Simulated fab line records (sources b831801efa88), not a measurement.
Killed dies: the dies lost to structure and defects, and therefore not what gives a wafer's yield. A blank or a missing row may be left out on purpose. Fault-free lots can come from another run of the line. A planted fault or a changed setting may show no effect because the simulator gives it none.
Which tool was responsible?    flow gf180mcu    Sampling: 24 lots, 72 wafers, 5 of 602 route steps

WHAT THE GAUGES SHOWED, per wafer
GF_V1_THK_MEAS_03.
lot   measured      on            V1_CVD_02_THK (nm)
L074  day 16 20:24  filmMetro-02  837 853 856
L075  day 17 06:18  filmMetro-02  865 869 867
L076  day 17 17:38  filmMetro-02  850 839 858
L077  day 18 03:29  filmMetro-04  842 851 868
L078  day 18 09:22  filmMetro-04  835 830 850
L079  day 19 01:56  filmMetro-04  832 852 851
L080  day 19 13:08  filmMetro-02  847 838 858
L081  day 19 18:47  filmMetro-02  844 851 855
L082  day 20 08:22  filmMetro-01  840 849 867
L083  day 20 13:43  filmMetro-01  840 840 859
L084  day 21 03:43  filmMetro-02  842 870 865
L085  day 21 08:23  filmMetro-04  851 854 860
L086  day 21 16:22  filmMetro-01  838 847 854
L087  day 22 01:37  filmMetro-01  845 860 865
L088  day 22 07:49  filmMetro-01  841 838 853
L089  day 22 11:37  filmMetro-02  844 851 854
L090  day 23 01:28  filmMetro-02  832 850 853
L091  day 23 14:25  filmMetro-04  857 856 862
L093  day 24 03:44  filmMetro-04  863 849 842
L092  day 24 04:56  filmMetro-04  849 861 854
L094  day 24 08:16  filmMetro-01  832 852 858
L095  day 24 18:42  filmMetro-01  841 837 851
L096  day 25 07:42  filmMetro-02  837 844 848
L097  day 25 08:26  filmMetro-04  832 857 848

GF_M3_OVL_MEAS_15.
lot   measured      on          M3_OVL (nm)
L074  day 21 03:02  overlay-01  -4 7 1
L075  day 21 11:15  overlay-02  -5 2 -3
L076  day 21 22:32  overlay-02  -3 1 2
L077  day 22 08:23  overlay-01  -1 9 2
L078  day 22 14:53  overlay-02  -7 -7 -10
L079  day 23 06:47  overlay-02  -5 4 -10
L080  day 23 17:26  overlay-02  -1 2 0
L081  day 23 22:32  overlay-02  4 2 -2
L082  day 24 10:44  overlay-01  -4 -6 0
L083  day 24 15:20  overlay-01  5 4 1
L084  day 25 04:02  overlay-02  1 -3 -4
L085  day 25 08:38  overlay-02  -11 4 -13
L086  day 25 14:11  overlay-02  4 -3 1
L087  day 25 23:11  overlay-01  -8 5 2
L088  day 26 06:23  overlay-02  3 6 3
L089  day 26 08:45  overlay-02  1 -8 -4
L090  day 26 20:44  overlay-02  -2 5 5
L091  day 27 08:14  overlay-02  6 8 5
L093  day 27 23:30  overlay-01  -5 -8 -2
L092  day 28 00:26  overlay-02  -7 -5 -11
L094  day 28 02:11  overlay-01  2 9 -9
L095  day 28 09:50  overlay-02  -6 -11 -4
L096  day 28 23:21  overlay-02  -10 2 -1
L097  day 29 00:23  overlay-01  5 -5 -5

GF_V3_THK_MEAS_01.
lot   measured      on            V3_CVD_00_THK (nm)
L074  day 21 03:48  filmMetro-01  595 595 596
L075  day 21 12:01  filmMetro-02  611 606 606
L076  day 21 23:20  filmMetro-01  596 588 589
L077  day 22 09:08  filmMetro-04  604 609 608
L078  day 22 15:41  filmMetro-04  594 593 596
L079  day 23 07:37  filmMetro-01  597 599 597
L080  day 23 18:12  filmMetro-02  589 587 587
L081  day 23 23:17  filmMetro-01  595 586 596
L082  day 24 11:29  filmMetro-02  602 603 599
L083  day 24 16:06  filmMetro-01  592 592 592
L084  day 25 04:47  filmMetro-02  606 606 600
L085  day 25 09:23  filmMetro-02  601 594 598
L086  day 25 14:56  filmMetro-01  596 592 587
L087  day 25 23:56  filmMetro-01  594 588 588
L088  day 26 07:09  filmMetro-04  607 600 603
L089  day 26 09:33  filmMetro-02  596 599 596
L090  day 26 21:29  filmMetro-01  599 601 601
L091  day 27 09:22  filmMetro-04  606 602 596
L093  day 28 00:21  filmMetro-02  603 599 597
L092  day 28 01:40  filmMetro-02  600 603 594
L094  day 28 02:56  filmMetro-04  602 604 604
L095  day 28 10:35  filmMetro-02  598 597 597
L096  day 29 00:13  filmMetro-04  599 602 602
L097  day 29 01:09  filmMetro-02  595 599 598

GF_V3_BOW_MEAS_05.
lot   measured      on            V3_BOW (um)
L074  day 21 04:17  filmMetro-02  101 118 133
L075  day 21 12:32  filmMetro-01  112 108 121
L076  day 21 23:49  filmMetro-01  124 122 121
L077  day 22 09:37  filmMetro-02  120 118 120
L078  day 22 16:11  filmMetro-02  125 114 126
L079  day 23 08:07  filmMetro-01  120 120 108
L080  day 23 18:41  filmMetro-02  117 111 111
L081  day 23 23:47  filmMetro-04  121 116 121
L082  day 24 11:58  filmMetro-02  116 115 118
L083  day 24 16:35  filmMetro-02  129 114 97
L084  day 25 05:19  filmMetro-04  118 119 129
L085  day 25 09:53  filmMetro-02  107 118 104
L086  day 25 15:25  filmMetro-02  123 129 136
L087  day 26 00:26  filmMetro-02  106 102 97
L088  day 26 07:38  filmMetro-01  118 112 110
L089  day 26 10:04  filmMetro-04  97 113 115
L090  day 27 02:37  filmMetro-02  120 120 120
L091  day 27 11:10  filmMetro-04  102 115 122
L093  day 28 00:52  filmMetro-04  106 111 107
L092  day 28 02:10  filmMetro-02  115 122 119
L094  day 28 03:25  filmMetro-01  109 120 124
L095  day 28 11:04  filmMetro-04  117 123 124
L096  day 29 00:43  filmMetro-02  115 116 113
L097  day 29 01:40  filmMetro-02  100 110 110

TOOL THAT RAN EACH LOT (tool first, then ch and the chambers of the sampled wafers, then the start)
lot   GF_M3_SPUTTER_00
L074  pvdSputter-03, day 20 02:16
L075  pvdSputter-04, day 20 10:40
L076  pvdSputter-04, day 20 22:13
L077  pvdSputter-03, day 21 08:29
L078  pvdSputter-04, day 21 15:23
L079  pvdSputter-01, day 22 07:22
L080  pvdSputter-01, day 22 18:24
L081  pvdSputter-03, day 22 23:44
L082  pvdSputter-03, day 23 12:16
L083  pvdSputter-03, day 23 17:01
L084  pvdSputter-03, day 24 05:46
L085  pvdSputter-04, day 24 10:40
L086  pvdSputter-03, day 24 16:53
L087  pvdSputter-01, day 25 02:01
L088  pvdSputter-01, day 25 08:48
L089  pvdSputter-01, day 25 11:37
L090  pvdSputter-01, day 26 00:07
L091  pvdSputter-03, day 26 12:43
L093  pvdSputter-03, day 27 03:51
L092  pvdSputter-01, day 27 04:10
L094  pvdSputter-03, day 27 06:26
L095  pvdSputter-01, day 27 13:46
L096  pvdSputter-04, day 28 03:26
L097  pvdSputter-01, day 28 04:33
- GF_M3_SPUTTER_00: material Ti, target thk 37.5 nm, time 150 s.

WHAT THE TOOLS THEMSELVES READ (means of the sampled wafers that have a number; where no wafer has one, the mark that the record gives instead)
GF_M3_SPUTTER_00.
lot   tool           throttleValvePct (%)
L074  pvdSputter-03  30.7
L075  pvdSputter-04  29.7
L076  pvdSputter-04  30.6
L077  pvdSputter-03  31.0
L078  pvdSputter-04  29.9
L079  pvdSputter-01  30.4
L080  pvdSputter-01  30.7
L081  pvdSputter-03  31.1
L082  pvdSputter-03  30.6
L083  pvdSputter-03  30.7
L084  pvdSputter-03  30.6
L085  pvdSputter-04  30.7
L086  pvdSputter-03  30.9
L087  pvdSputter-01  29.7
L088  pvdSputter-01  30.8
L089  pvdSputter-01  30.5
L090  pvdSputter-01  30.6
L091  pvdSputter-03  30.8
L093  pvdSputter-03  31.1
L092  pvdSputter-01  29.5
L094  pvdSputter-03  31.2
L095  pvdSputter-01  31.3
L096  pvdSputter-04  29.6
L097  pvdSputter-01  30.5

THE ANSWER, worked out from the rows above alone
Rule: what is usual is taken from the lots themselves. The widest of any qualifying gaps counts: lots, ordered by their means at a reading, are off when they make up no more than a third of the lots, leave a main group of 4 or more, and stand apart from it by 3 or more times the standard deviation of that group's means. The tables above print the reading to a certain number of digits; a main group whose means all agree to those digits is not used. Also off: a lot with no number at a reading for which 4 or more lots have one. The other lots that the step has rows for count as sound. The gauges are gone through in route order, then the tools' own readings, and for those a lot's mean is taken as printed above. The first step at which some lot is off is used, and at that step the reading that is off furthest; a lot without a number counts as furthest.
No lot is off at any reading shown: from this, nothing can be told.

WHAT THE SIMULATOR HAD PUT IN
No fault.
